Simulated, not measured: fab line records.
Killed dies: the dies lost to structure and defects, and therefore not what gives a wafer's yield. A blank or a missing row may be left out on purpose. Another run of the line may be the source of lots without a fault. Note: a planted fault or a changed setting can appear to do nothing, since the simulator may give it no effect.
The tool behind it: which one? ; flow sky130 ; 72 wafers from 24 lots sampled at 5 of the route's 708 steps

WHAT EACH GAUGE READ, for each wafer
SKY_VIA1_CD_MEAS_12: the cd target is 150 nm. Usual: cdNm 149.9 nm, standard deviation 2.
lot;measured;on;cdNm (nm);flag
L074;day 34 19:55;cdSem-01;148.2 147.3 148.6;
L075;day 35 06:22;cdSem-02;150.2 152.8 152.2;
L076;day 35 09:51;cdSem-01;150.8 150.4 148.1;
L077;day 35 23:13;cdSem-02;151.7 150.7 151.5;
L078;day 36 07:24;cdSem-01;149.1 149.6 148.4;
L079;day 36 08:25;cdSem-01;148.9 149.0 148.3;
L080;day 36 14:58;cdSem-02;152.4 152.0 153.4;
L081;day 37 06:40;cdSem-02;150.9 152.0 151.6;
L082;day 37 11:45;cdSem-02;147.5 151.8 149.3;
L083;day 37 21:01;cdSem-02;153.5 150.3 150.7;
L084;day 38 01:43;cdSem-01;147.1 148.7 147.3;
L085;day 38 11:27;cdSem-02;149.7 148.1 147.8;
L086;day 38 13:05;cdSem-01;149.0 149.6 150.2;
L087;day 38 20:24;cdSem-02;151.1 150.4 150.7;
L088;day 39 09:20;cdSem-02;146.8 148.1 147.6;
L089;day 39 14:44;cdSem-02;151.0 150.2 148.7;
L090;day 40 04:46;cdSem-01;155.3 155.0 156.4;
L091;day 40 08:10;cdSem-01;149.6 148.9 148.4;
L092;day 40 08:34;cdSem-01;149.3 147.8 149.8;
L093;day 40 14:28;cdSem-01;149.1 149.7 150.6;
L094;day 40 23:10;cdSem-01;150.9 149.8 150.3;
L095;day 41 07:58;cdSem-01;150.2 150.1 150.3;
L096;day 41 09:41;cdSem-02;148.7 149.5 149.4;
L097;day 41 12:49;cdSem-01;147.6 147.3 148.7;

SKY_VIA2_OVL_MEAS_13. Usual: VIA2_OVL gives 2 nm (standard deviation 5.6).
lot;measured;on;VIA2_OVL (nm);flag
L074;day 37 04:59;overlay-01;1 -4 0;
L075;day 37 15:41;overlay-02;4 1 5;
L076;day 37 17:40;overlay-01;5 6 6;
L077;day 38 07:22;overlay-01;10 6 5;
L078;day 38 14:59;overlay-02;6 -2 -5;
L079;day 38 16:17;overlay-02;-4 -2 -5;
L080;day 38 22:29;overlay-02;3 4 3;
L081;day 39 13:44;overlay-02;3 -1 2;
L082;day 39 19:28;overlay-02;0 3 0;
L083;day 40 03:37;overlay-02;-12 -6 -3;
L084;day 40 09:20;overlay-02;-1 7 -5;
L085;day 40 16:20;overlay-02;-5 8 -1;
L086;day 40 18:44;overlay-01;1 4 4;
L087;day 41 02:05;overlay-02;5 -6 4;
L088;day 41 14:26;overlay-01;7 3 5;
L089;day 41 19:31;overlay-01;10 5 2;
L090;day 42 08:14;overlay-02;0 -2 12;
L091;day 42 12:52;overlay-01;2 -4 -10;
L092;day 42 13:45;overlay-01;11 6 10;
L093;day 42 19:29;overlay-02;-8 -5 -6;
L094;day 43 02:10;overlay-01;11 9 6;
L095;day 43 10:38;overlay-01;2 -6 -4;
L096;day 43 12:14;overlay-01;-6 -10 0;
L097;day 43 16:01;overlay-01;3 4 6;

WHAT TOOL EACH LOT RAN ON (gives the tool, then ch and the chambers of the sampled wafers, and finally the start)
lot;SKY_SD_P_STRIP_10;SKY_LI_CONTACT_ETCH_15;SKY_CONTACT_CMP_27
L074;plasmaAsher-04 ch 0,1, day 26 04:34;rieDiel-02 ch 0,1,2, day 29 22:25;cmp-02 ch 0,1,2, day 32 11:35
L075;plasmaAsher-04 ch 0,1, day 26 16:34;rieDiel-03 ch 0,1,2, day 30 08:59;cmp-02 ch 0,2,3, day 32 22:05
L076;plasmaAsher-01 ch 0,1, day 26 20:10;rieDiel-03 ch 0,3, day 30 12:12;cmp-02 ch 0,3, day 33 01:14
L077;plasmaAsher-04 ch 0,1, day 27 09:25;rieDiel-04 ch 0,2, day 31 02:14;cmp-02 ch 0,1,3, day 33 14:53
L078;plasmaAsher-02 ch 0,1, day 27 18:25;rieDiel-03 ch 0,1, day 31 12:14;cmp-01 ch 2,3, day 33 23:44
L079;plasmaAsher-04 ch 0,1, day 27 20:10;rieDiel-04 ch 1,2,3, day 31 13:11;cmp-02 ch 0,1,2, day 33 23:59
L080;plasmaAsher-01 ch 0,1, day 28 05:33;rieDiel-03 ch 0,1, day 31 20:01;cmp-02 ch 0,1,3, day 34 07:15
L081;plasmaAsher-02 ch 0,1, day 28 20:14;rieDiel-03 ch 1,2,3, day 32 12:30;cmp-01 ch 0,2,3, day 34 23:04
L082;plasmaAsher-04 ch 0,1, day 29 05:25;rieDiel-03 ch 1,2,3, day 32 18:44;cmp-01 ch 1,2,3, day 35 04:32
L083;plasmaAsher-01 ch 0,1, day 29 12:28;rieDiel-03 ch 0,1,3, day 33 02:25;cmp-01 ch 0,1,3, day 35 13:29
L084;plasmaAsher-01 ch 0,1, day 29 16:22;rieDiel-03 ch 1,2, day 33 06:43;cmp-02 ch 0,3, day 35 17:56
L085;plasmaAsher-01 ch 0,1, day 30 03:28;rieDiel-02 ch 0,1,2, day 33 18:28;cmp-02 ch 0,1,3, day 36 04:05
L086;plasmaAsher-02 ch 0,1, day 30 04:43;rieDiel-04 ch 2,3, day 33 18:49;cmp-02 ch 0,2,3, day 36 05:02
L087;plasmaAsher-02 ch 0,1, day 30 16:10;rieDiel-03 ch 1,3, day 34 05:15;cmp-01 ch 1,2, day 36 14:19
L088;plasmaAsher-04 ch 0,1, day 31 02:09;rieDiel-02 ch 0,1,2, day 34 16:00;cmp-01 ch 0,2,3, day 37 01:59
L089;plasmaAsher-01 ch 1, day 31 09:46;rieDiel-02 ch 0,2,3, day 34 22:34;cmp-01 ch 0,1,3, day 37 07:50
L090;plasmaAsher-01 ch 0,1, day 31 23:07;rieDiel-04 ch 2,3, day 35 12:17;cmp-02 ch 0,2,3, day 37 22:00
L091;plasmaAsher-04 ch 0,1, day 32 04:13;rieDiel-03 ch 0,2, day 35 16:05;cmp-02 ch 0,1,3, day 38 02:03
L092;plasmaAsher-01 ch 0,1, day 32 06:53;rieDiel-03 ch 0,1,2, day 35 18:09;cmp-01 ch 1,3, day 38 03:35
L093;plasmaAsher-04 ch 0, day 32 12:55;rieDiel-04 ch 1,2, day 36 00:30;cmp-01 ch 0,2,3, day 38 09:11
L094;plasmaAsher-04 ch 0,1, day 32 22:43;rieDiel-04 ch 0,1,3, day 36 10:01;cmp-01 ch 0,1,3, day 38 18:34
L095;plasmaAsher-01 ch 0,1, day 33 08:31;rieDiel-03 ch 0,2,3, day 36 19:27;cmp-02 ch 0,2,3, day 39 05:04
L096;plasmaAsher-02 ch 0,1, day 33 11:02;rieDiel-02 ch 0,3, day 36 20:59;cmp-01 ch 1,2,3, day 39 05:47
L097;plasmaAsher-04 ch 0,1, day 33 12:40;rieDiel-04 ch 1,2, day 37 00:09;cmp-02 ch 0,2,3, day 39 09:05
- SKY_SD_P_STRIP_10: strips in O2/N2.
- SKY_LI_CONTACT_ETCH_15: etches PSG in C4F8/O2/Ar, stops on Si, target depth 600 nm.
- SKY_CONTACT_CMP_27: polishes, stops on SiO2, t overpolish 15 s, target thk 0 nm.

AS READ BY THE TOOLS THEMSELVES (means over the sampled wafers that have a number; for cases with no such wafer, the mark the record gives instead)
SKY_SD_P_STRIP_10. Usual: drypumpMotorCurrentA 5.7 A, standard deviation 0.36; oesProductAu 0.617 a.u., standard deviation 0.0045; stripTimeToEndpointS 17.49 s, standard deviation 0.04.
lot;tool;drypumpMotorCurrentA (A);oesProductAu (a.u.);stripTimeToEndpointS (s);flag
L074;plasmaAsher-04;6.0;0.617;17.41;
L075;plasmaAsher-04;6.1;0.615;17.53;
L076;plasmaAsher-01;5.4;0.617;17.51;
L077;plasmaAsher-04;5.8;0.622;17.50;
L078;plasmaAsher-02;5.9;0.616;17.47;
L079;plasmaAsher-04;6.1;0.622;17.45;
L080;plasmaAsher-01;5.5;0.615;17.48;
L081;plasmaAsher-02;5.8;0.620;17.45;
L082;plasmaAsher-04;5.8;0.617;17.41;
L083;plasmaAsher-01;5.6;0.616;17.52;
L084;plasmaAsher-01;5.4;0.616;17.56;
L085;plasmaAsher-01;5.6;0.621;17.44;
L086;plasmaAsher-02;5.8;0.615;17.51;
L087;plasmaAsher-02;5.8;0.623;17.48;
L088;plasmaAsher-04;6.1;0.619;17.49;
L089;plasmaAsher-01;5.8;0.614;17.48;
L090;plasmaAsher-01;5.4;0.617;17.51;
L091;plasmaAsher-04;6.1;0.618;17.50;
L092;plasmaAsher-01;5.6;0.614;17.48;
L093;plasmaAsher-04;5.6;0.618;17.49;
L094;plasmaAsher-04;6.1;0.620;17.52;
L095;plasmaAsher-01;5.6;0.614;17.48;
L096;plasmaAsher-02;5.8;0.617;17.50;
L097;plasmaAsher-04;6.1;0.611;17.51;

SKY_LI_CONTACT_ETCH_15. Usual: oesProductAu 0.836 a.u., standard deviation 0.005.
lot;tool;oesProductAu (a.u.);flag
L074;rieDiel-02;0.838;
L075;rieDiel-03;0.841;
L076;rieDiel-03;0.834;
L077;rieDiel-04;0.837;
L078;rieDiel-03;0.831;
L079;rieDiel-04;0.837;
L080;rieDiel-03;0.843;
L081;rieDiel-03;0.834;
L082;rieDiel-03;0.833;
L083;rieDiel-03;0.832;
L084;rieDiel-03;0.838;
L085;rieDiel-02;0.839;
L086;rieDiel-04;0.837;
L087;rieDiel-03;0.838;
L088;rieDiel-02;0.838;
L089;rieDiel-02;0.837;
L090;rieDiel-04;0.834;
L091;rieDiel-03;0.837;
L092;rieDiel-03;0.834;
L093;rieDiel-04;0.832;
L094;rieDiel-04;0.837;
L095;rieDiel-03;0.836;
L096;rieDiel-02;0.839;
L097;rieDiel-04;0.839;

SKY_CONTACT_CMP_27. Usual: headPressurePsi 3.501 psi, standard deviation 0.0081; motorCurrentA 11.2 A, standard deviation 1.4; overpolishRunS 15.000 s, standard deviation 0.0095; timeToEndpointS 83 s, standard deviation 3.1.
lot;tool;headPressurePsi (psi);motorCurrentA (A);overpolishRunS (s);timeToEndpointS (s);flag
L074;cmp-02;3.500;10.0;15.006;87;
L075;cmp-02;3.502;11.0;15.011;80;
L076;cmp-02;3.497;11.8;15.008;81;
L077;cmp-02;3.500;10.8;15.000;82;
L078;cmp-01;3.503;11.3;14.998;82;
L079;cmp-02;3.497;10.2;14.996;81;
L080;cmp-02;3.504;11.2;14.996;86;
L081;cmp-01;3.506;11.4;14.992;82;
L082;cmp-01;3.498;11.3;14.996;81;
L083;cmp-01;3.496;11.4;15.006;80;
L084;cmp-02;3.506;10.0;15.009;82;
L085;cmp-02;3.500;11.0;14.996;79;
L086;cmp-02;3.499;10.8;15.000;81;
L087;cmp-01;3.509;11.2;14.991;84;
L088;cmp-01;3.492;11.3;14.986;88;
L089;cmp-01;3.491;11.1;15.005;85;
L090;cmp-02;3.501;11.0;15.000;82;
L091;cmp-02;3.510;10.9;15.008;81;
L092;cmp-01;3.512;11.6;14.999;83;
L093;cmp-01;3.496;11.7;14.996;83;
L094;cmp-01;3.500;11.9;15.004;85;
L095;cmp-02;3.498;11.0;15.008;84;
L096;cmp-01;3.500;11.6;15.002;89;
L097;cmp-02;3.501;11.1;15.002;79;

THE ANSWER, worked out from the rows above alone
Rule: a lot counts as off when the mean over its wafers that have a number is more than 3 standard deviations away from the usual mean. A lot without any number at a reading at which 4 lots or more have one is off too. Where the step has rows for the other lots, those lots are counted as sound. Order of review: gauges by route order, followed by the tools' own readings, for which a lot's mean as printed above is used. At the first step where some lot is off, the reading lying furthest off is the one used; lots without a number count as furthest.
None of the lots is off at any reading shown; this tells nothing.

WHAT THE SIMULATOR HAD INSERTED
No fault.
